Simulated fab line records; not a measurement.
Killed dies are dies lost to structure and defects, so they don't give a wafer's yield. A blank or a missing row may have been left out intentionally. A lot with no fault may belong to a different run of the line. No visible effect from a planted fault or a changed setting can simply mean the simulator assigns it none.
Matching of chambers || flow sky130 || 4 sister chambers for SKY_VIA2_CMP_02 on cmp-02
The step polishes SiO2. 18 wafers are shown with their chamber, then 9 later ones without.

== WAFERS PAIRED WITH THEIR CHAMBERS ==
{"wafer": "L074.1", "chamber": 1, "motor-current-A (A)": 12.0, "retaining-ring-pressure-frac": 1.011}
{"wafer": "L074.2", "chamber": 3, "motor-current-A (A)": 11.3, "retaining-ring-pressure-frac": 1.001}
{"wafer": "L074.6", "chamber": 0, "motor-current-A (A)": 13.2, "retaining-ring-pressure-frac": 0.995}
{"wafer": "L075.2", "chamber": 0, "motor-current-A (A)": 12.8, "retaining-ring-pressure-frac": 1.000}
{"wafer": "L075.4", "chamber": 3, "motor-current-A (A)": 11.4, "retaining-ring-pressure-frac": 1.008}
{"wafer": "L075.5", "chamber": 0, "motor-current-A (A)": 12.6, "retaining-ring-pressure-frac": 0.996}
{"wafer": "L076.1", "chamber": 3, "motor-current-A (A)": 11.2, "retaining-ring-pressure-frac": 1.006}
{"wafer": "L076.5", "chamber": 2, "motor-current-A (A)": 10.5, "retaining-ring-pressure-frac": 0.998}
{"wafer": "L076.6", "chamber": 1, "motor-current-A (A)": 11.9, "retaining-ring-pressure-frac": 0.991}
{"wafer": "L082.2", "chamber": 2, "motor-current-A (A)": 11.1, "retaining-ring-pressure-frac": 0.989}
{"wafer": "L082.4", "chamber": 0, "motor-current-A (A)": 13.2, "retaining-ring-pressure-frac": 0.994}
{"wafer": "L082.6", "chamber": 2, "motor-current-A (A)": 10.7, "retaining-ring-pressure-frac": 1.004}
{"wafer": "L084.2", "chamber": 0, "motor-current-A (A)": 12.8, "retaining-ring-pressure-frac": 1.001}
{"wafer": "L084.4", "chamber": 1, "motor-current-A (A)": 12.4, "retaining-ring-pressure-frac": 1.004}
{"wafer": "L084.6", "chamber": 2, "motor-current-A (A)": 10.3, "retaining-ring-pressure-frac": 1.003}
{"wafer": "L085.1", "chamber": 1, "motor-current-A (A)": 11.6, "retaining-ring-pressure-frac": 0.992}
{"wafer": "L085.4", "chamber": 2, "motor-current-A (A)": 10.8, "retaining-ring-pressure-frac": 0.997}
{"wafer": "L085.5", "chamber": 2, "motor-current-A (A)": 9.8, "retaining-ring-pressure-frac": 1.004}

SIGNATURES (averages over the wafers above)
{"reading": "motor-current-A", "chamber 0": 12.920, "chamber 1": 11.975, "chamber 2": 10.533, "chamber 3": 11.300, "scatter within a chamber": 0.343}
{"reading": "retaining-ring-pressure-frac", "chamber 0": 0.99720, "chamber 1": 0.99950, "chamber 2": 0.99917, "chamber 3": 1.00500, "scatter within a chamber": 0.00607}
Rule: for each reading, subtract the chamber's mean from the wafer's reading, divide by that reading's scatter and square the result; add these up over the readings and take the root, which gives the wafer's distance from the chamber. If the next closest chamber is less than 2 further off than the closest, the wafer can't be placed; otherwise it belongs to the closest. The scatter: take each reading less its chamber's mean, square it, sum over the shown wafers, divide by the number of wafers less the number of chambers, and take the root.

== WAFERS MISSING THEIR CHAMBER ==
{"wafer": "L087.3", "motor-current-A (A)": 11.0, "retaining-ring-pressure-frac": 1.008}
{"wafer": "L087.4", "motor-current-A (A)": 11.9, "retaining-ring-pressure-frac": 1.000}
{"wafer": "L087.6", "motor-current-A (A)": 11.6, "retaining-ring-pressure-frac": 1.005}
{"wafer": "L090.2", "motor-current-A (A)": 12.2, "retaining-ring-pressure-frac": 0.995}
{"wafer": "L090.5", "motor-current-A (A)": 10.6, "retaining-ring-pressure-frac": 1.000}
{"wafer": "L090.6", "motor-current-A (A)": 11.9, "retaining-ring-pressure-frac": 1.005}
{"wafer": "L092.1", "motor-current-A (A)": 11.3, "retaining-ring-pressure-frac": 1.000}
{"wafer": "L092.3", "motor-current-A (A)": 10.6, "retaining-ring-pressure-frac": 0.993}
{"wafer": "L092.4", "motor-current-A (A)": 12.7, "retaining-ring-pressure-frac": 1.002}

== CHAMBER TAKEN BY EACH ==
{"wafer": "L087.3", "from the rows above": "can't be placed: 3 or 2", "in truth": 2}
{"wafer": "L087.4", "from the rows above": "can't be placed: 1 or 3", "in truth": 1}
{"wafer": "L087.6", "from the rows above": "can't be placed: 3 or 1", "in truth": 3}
{"wafer": "L090.2", "from the rows above": "can't be placed: 1 or 0", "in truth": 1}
{"wafer": "L090.5", "from the rows above": "can't be placed: 2 or 3", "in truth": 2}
{"wafer": "L090.6", "from the rows above": "can't be placed: 1 or 3", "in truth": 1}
{"wafer": "L092.1", "from the rows above": "can't be placed: 3 or 1 or 2", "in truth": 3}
{"wafer": "L092.3", "from the rows above": "can't be placed: 2 or 3", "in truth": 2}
{"wafer": "L092.4", "from the rows above": "can't be placed: 0 or 1", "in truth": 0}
Placed correctly: 0 of 9. Not placeable from these rows: 9 (in 9, the candidates include the true chamber). Wrongly placed: 0.
